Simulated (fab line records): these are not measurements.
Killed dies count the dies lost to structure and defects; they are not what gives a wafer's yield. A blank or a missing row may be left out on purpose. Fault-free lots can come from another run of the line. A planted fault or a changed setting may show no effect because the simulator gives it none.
Shared-tool check -- flow sky130 -- Sample size 14 lots and 42 wafers

WHY IT WAS OPENED
SKY_SD_N_RS_MEAS_16, reading SD_N_RS: flagged on 2 of 14 lots. Wafers without a fault read 68.56 ohm/sq, standard deviation 0.17.
Rule: a lot is flagged when every wafer of it that has a number lies more than 4 standard deviations from that mean, or none has a number. All remaining lots are regarded as sound.

lot,measured,on,"SD_N_RS (ohm/sq), wafer by wafer",flag
L422,day 28 03:23,filmMetro-02,68.70 68.72 68.69,
L423,day 28 08:01,filmMetro-04,68.74 68.68 68.75,
L424,day 28 20:47,filmMetro-04,68.58 68.70 68.68,
L428,day 30 06:12,filmMetro-02,65.99 65.92 65.83,FLAGGED
L429,day 30 16:51,filmMetro-01,65.75 65.71 65.87,FLAGGED
L434,day 32 01:50,filmMetro-04,68.58 68.79 68.60,
L435,day 32 11:29,filmMetro-02,68.57 68.43 68.42,
L436,day 32 20:21,filmMetro-02,68.45 68.39 68.38,
L439,day 34 04:52,filmMetro-02,68.49 68.57 68.52,
L440,day 34 05:59,filmMetro-04,68.89 68.72 68.87,
L441,day 34 06:05,filmMetro-01,68.47 68.29 68.40,
L442,day 34 12:03,filmMetro-04,68.86 68.86 68.95,
L443,day 34 22:29,filmMetro-01,68.28 68.46 68.37,
L445,day 35 14:49,filmMetro-04,68.93 68.76 68.92,
The numbers of the flagged lots are 65.84 ohm/sq on average: -2.72 ohm/sq against the usual, or -16 standard deviations.

LOT BY LOT: THE TOOL USED
The record holds 1 process step before the reading, out of a route of 708 steps. In each cell: the tool, then ch and the chambers that the sampled wafers went through, then the start.
lot,flag,SKY_SD_N_IMPLANT_10
L422,,"implanter-04 ch 0, day 28 02:51"
L423,,"implanter-04 ch 0, day 28 07:28"
L424,,"implanter-02 ch 0, day 28 20:16"
L428,FLAGGED,"implanter-04 ch 0, day 30 04:58"
L429,FLAGGED,"implanter-02 ch 0, day 30 16:00"
L434,,"implanter-04 ch 0, day 32 01:19"
L435,,"implanter-02 ch 0, day 32 10:57"
L436,,"implanter-03 ch 0, day 32 19:49"
L439,,"implanter-03 ch 0, day 34 04:19"
L440,,"implanter-04 ch 0, day 34 05:27"
L441,,"implanter-03 ch 0, day 34 05:32"
L442,,"implanter-04 ch 0, day 34 11:31"
L443,,"implanter-04 ch 0, day 34 21:57"
L445,,"implanter-04 ch 0, day 35 14:17"
These steps, and what they do:
- SKY_SD_N_IMPLANT_10
- SKY_SD_N_RS_MEAS_16: measures by four-point-probe.

FLAGGED OVER TOTAL, TOOL BY TOOL (the gauges that took the reading come last)
step,tool,lots run,flagged,share of the flagged lots,sound lots run after its first flagged lot
SKY_SD_N_IMPLANT_10,implanter-02,3,1,some,1 (L435)
SKY_SD_N_IMPLANT_10,implanter-03,3,0,none,-
SKY_SD_N_IMPLANT_10,implanter-04,8,1,some,"5 (L434,L440,L442,L443,L445)"
SKY_SD_N_RS_MEAS_16,filmMetro-01,3,1,some,"2 (L441,L443)"
SKY_SD_N_RS_MEAS_16,filmMetro-02,5,1,some,"3 (L435,L436,L439)"
SKY_SD_N_RS_MEAS_16,filmMetro-04,6,0,none,-

WHAT THE TABLE PERMITS
No row of the table ran every flagged lot.

WHAT THE SIMULATOR PUT IN
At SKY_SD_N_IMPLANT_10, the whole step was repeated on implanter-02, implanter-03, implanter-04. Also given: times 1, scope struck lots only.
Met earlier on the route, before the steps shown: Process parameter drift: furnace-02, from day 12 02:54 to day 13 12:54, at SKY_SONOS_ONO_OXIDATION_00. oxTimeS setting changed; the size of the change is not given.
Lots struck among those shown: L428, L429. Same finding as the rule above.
